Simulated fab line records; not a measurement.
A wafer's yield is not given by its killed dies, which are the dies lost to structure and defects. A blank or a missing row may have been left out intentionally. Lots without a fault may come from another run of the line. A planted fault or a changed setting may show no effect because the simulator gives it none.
Which tool is to blame?    flow sky130    10 lots, 30 wafers sampled, at 2 steps of a route of 708

WHAT THE GAUGES SHOWED, per wafer
SKY_VT_ADJUST_NCORE_CD_MEAS_07 targets a cd of 380 nm.
lot   measured      on         cd_nm (nm)
L988  day 9 00:48   cd_sem-01  384.8 381.4 381.1
L989  day 9 10:43   cd_sem-01  383.2 383.1 381.3
L991  day 10 01:59  cd_sem-01  380.3 378.9 380.9
L992  day 10 11:29  cd_sem-02  376.3 377.1 374.6
L993  day 10 19:44  cd_sem-01  376.8 378.2 377.7
L994  day 11 01:14  cd_sem-02  377.5 378.7 377.9
L995  day 11 04:44  cd_sem-01  378.3 379.3 380.4
L997  day 11 19:54  cd_sem-01  382.0 382.2 380.1
L999  day 12 10:33  cd_sem-02  380.0 378.7 382.1
L100  day 12 14:34  cd_sem-02  - - -

TOOL THAT RAN EACH LOT (tool first, then ch and the chambers of the sampled wafers, then the start)
lot   SKY_VT_ADJUST_NCORE_EXPOSE_04
L988  iline_stepper-01 ch 0, day 8 14:56
L989  iline_stepper-01 ch 0, day 8 23:34
L991  iline_stepper-02 ch 0, day 9 15:23
L992  iline_stepper-01 ch 0, day 9 23:36
L993  iline_stepper-02 ch 0, day 10 08:34
L994  iline_stepper-02 ch 0, day 10 13:41
L995  iline_stepper-02 ch 0, day 10 17:05
L997  iline_stepper-01 ch 0, day 11 08:54
L999  iline_stepper-02 ch 0, day 11 22:47
L100  iline_stepper-02 ch 0, day 12 02:23
- SKY_VT_ADJUST_NCORE_EXPOSE_04: exposes mask LVTN COMPLEMENT THIN, target cd 380 nm.

THE ANSWER, worked out from the rows above alone
Rule: the usual values come from the lots themselves. Put in order of their means at a reading, lots are off if they are a third of the lots or fewer, leave a main group of 4 or more, and stand apart from it by a gap of 3 or more times the standard deviation of the main group's means; of several such gaps the widest counts. If all means in a main group match to the digits the tables above print for the reading, that group is not used. Also off: a lot with no number at a reading for which 4 or more lots have one. Any other lot the step has rows for is counted as sound.
Off, at SKY_VT_ADJUST_NCORE_CD_MEAS_07 on cd_nm: L100. Without a number there: L100. Main group: mean 379.7 nm, sd 2.1.
A tool fits if, at a process step before that reading, it ran every lot that is off, and no sound lot after the first of them. Gauges at SKY_VT_ADJUST_NCORE_CD_MEAS_07: tried the same way as those tools. 2 tools fit, iline_stepper-02 at SKY_VT_ADJUST_NCORE_EXPOSE_04 and cd_sem-02 at SKY_VT_ADJUST_NCORE_CD_MEAS_07, so this cannot tell which one it is.

WHAT THE SIMULATOR HAD INSERTED
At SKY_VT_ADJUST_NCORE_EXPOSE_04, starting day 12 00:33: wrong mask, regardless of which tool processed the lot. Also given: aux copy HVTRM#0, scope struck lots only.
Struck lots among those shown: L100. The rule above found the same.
